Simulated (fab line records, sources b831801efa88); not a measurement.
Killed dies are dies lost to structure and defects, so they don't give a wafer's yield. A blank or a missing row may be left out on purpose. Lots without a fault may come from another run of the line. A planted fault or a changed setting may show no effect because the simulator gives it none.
One fault seen from 2 desks | flow sky130 | each desk has only its own numbers; what lay behind them comes last

THE METROLOGY DESK
What the gauges read, lot by lot, whatever tool the lot ran on: means of the sampled wafers that have a number. A lot is out of limits, marked OUT, if its mean lies more than 4 standard deviations from the usual mean; the brackets give that distance.
Columns: A = METAL1_OVL at SKY_METAL1_OVL_MEAS_16, usual 0 nm; B = cd_nm at SKY_VIA1_CD_MEAS_12, usual 150.1 nm
lot  | first seen here | A  | B
L156 | day 32 00:24    | 1  | 152.3
L157 | day 32 11:45    | -2 | 151.4
L158 | day 32 18:28    | 1  | 151.1
L159 | day 33 11:42    | -8 | 148.1
L160 | day 33 19:54    | 5  | 147.8
L161 | day 33 21:49    | -4 | 150.0
L167 | day 36 03:00    | -2 | 152.1
L168 | day 36 05:54    | -9 | 149.0
L171 | day 38 12:30    | -4 | 151.6
L170 | day 38 15:37    | 9  | 149.5
L173 | day 39 00:44    | -3 | 149.5
This desk's finding: nothing out of limits on any of the 11 lots.

THE TOOL OWNER'S DESK: rie_metal-04
The tool's own readings at SKY_METAL2_ETCH_18 (etches BARC in N2/H2, stops on SiO2, time 45.9 s, target depth 60 nm): means of the sampled wafers that have a number, for each lot that ran on this tool. A lot is out of limits, marked OUT, if its mean lies more than 4 standard deviations from the usual mean; the brackets give that distance.
Columns: A = drypump_motor_current_A at SKY_METAL2_ETCH_18, usual 6.0 A; B = oes_product_au at SKY_METAL2_ETCH_18, usual 0.855 a.u.; C = throttle_valve_pct at SKY_METAL2_ETCH_18, usual 13.225 %
lot  | first seen here | A   | B     | C
L156 | day 34 09:35    | 5.7 | 0.857 | 13.220
L167 | day 38 09:58    | 5.7 | 0.853 | 13.215
L171 | day 40 18:02    | 5.7 | 0.853 | 13.223
L170 | day 40 20:21    | 5.7 | 0.856 | 13.232
L173 | day 41 05:32    | 5.7 | 0.857 | 13.216
This desk's finding: nothing out of limits on any of the 5 lots.

PUT TOGETHER
The metrology desk saw nothing out of limits.
The tool owner's desk saw nothing out of limits.

WHAT THE SIMULATOR HAD PUT IN
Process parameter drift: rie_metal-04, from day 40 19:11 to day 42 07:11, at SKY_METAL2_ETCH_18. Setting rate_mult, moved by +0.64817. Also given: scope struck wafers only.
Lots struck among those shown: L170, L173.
